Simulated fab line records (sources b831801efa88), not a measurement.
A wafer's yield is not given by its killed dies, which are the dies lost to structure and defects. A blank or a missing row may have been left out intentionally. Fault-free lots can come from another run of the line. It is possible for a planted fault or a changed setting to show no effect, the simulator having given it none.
What tool caused it? ; flow gf180mcu ; 13 lots, 39 wafers sampled, at 2 steps of a route of 602

== WHAT EACH GAUGE READ, for each wafer ==
GF_STI_THK_MEAS_04.
lot;measured;on;STI_CVD_03_THK (nm)
L743;day 1 23:34;filmMetro-02;208.2 208.7 208.8
L745;day 2 09:34;filmMetro-03;208.6 209.2 210.5
L747;day 2 19:47;filmMetro-03;207.0 207.2 206.6
L750;day 3 10:34;filmMetro-03;208.4 208.2 207.3
L751;day 3 15:39;filmMetro-03;209.0 206.0 207.2
L753;day 4 01:34;filmMetro-01;203.8 205.4 205.5
L757;day 4 21:34;filmMetro-02;203.2 203.1 203.9
L759;day 5 08:46;filmMetro-03;208.3 207.3 208.1
L760;day 5 16:52;filmMetro-02;208.9 209.5 210.6
L761;day 5 20:49;filmMetro-02;204.8 205.2 206.0
L762;day 6 01:13;filmMetro-02;206.8 206.6 207.6
L763;day 6 04:00;filmMetro-02;209.6 209.4 208.4
L764;day 6 08:35;filmMetro-01;205.6 203.6 204.1

GF_VT_IMPLANT_TW_MEAS_32.
lot;measured;on;VT_IMPLANT_3_TW
L743;day 7 13:44;filmMetro-03;265.5 267.0 265.6
L745;day 8 03:05;filmMetro-03;263.6 266.3 266.8
L747;day 8 17:53;filmMetro-04;266.8 266.0 267.1
L750;day 9 13:56;filmMetro-04;267.8 267.0 266.9
L751;day 9 17:04;filmMetro-03;267.2 267.8 266.8
L753;day 10 05:20;filmMetro-03;264.4 265.9 264.9
L757;day 11 15:31;filmMetro-03;268.1 266.9 268.4
L759;day 11 23:17;filmMetro-01;268.2 269.3 267.6
L760;day 12 10:00;filmMetro-03;266.8 266.1 265.4
L761;day 12 14:20;filmMetro-04;268.0 269.8 269.9
L762;day 13 00:17;filmMetro-03;265.3 266.2 266.7
L763;day 13 05:50;filmMetro-03;265.2 265.8 266.1
L764;day 13 12:24;filmMetro-03;265.8 264.4 265.5

== WHAT TOOL EACH LOT RAN ON (gives the tool, then ch and the chambers of the sampled wafers, and finally the start) ==
The record holds no process step before these readings.

== AS READ BY THE TOOLS THEMSELVES (means over the sampled wafers that have a number; for cases with no such wafer, the mark the record gives instead) ==
The record holds no such reading with a usual standard deviation.

== THE ANSWER, worked out from the rows above alone ==
Rule: the usual values come from the lots themselves. The widest of any qualifying gaps counts: lots, ordered by their means at a reading, are off when they make up no more than a third of the lots, leave a main group of 4 or more, and stand apart from it by 3 or more times the standard deviation of that group's means. A main group whose means are all the same, to the digits that the tables above print for the reading, isn't used. A lot without any number at a reading at which 4 lots or more have one is off too. All remaining lots with rows at the step are treated as sound. After the gauges, taken in route order, come the tools' own readings; for these a lot's mean is taken, as printed above. At the first step where some lot is off, the reading lying furthest off is the one used; lots without a number count as furthest.
Across all readings shown, no lot is off: no conclusion can be drawn from this.

== WHAT WAS PUT IN BY THE SIMULATOR ==
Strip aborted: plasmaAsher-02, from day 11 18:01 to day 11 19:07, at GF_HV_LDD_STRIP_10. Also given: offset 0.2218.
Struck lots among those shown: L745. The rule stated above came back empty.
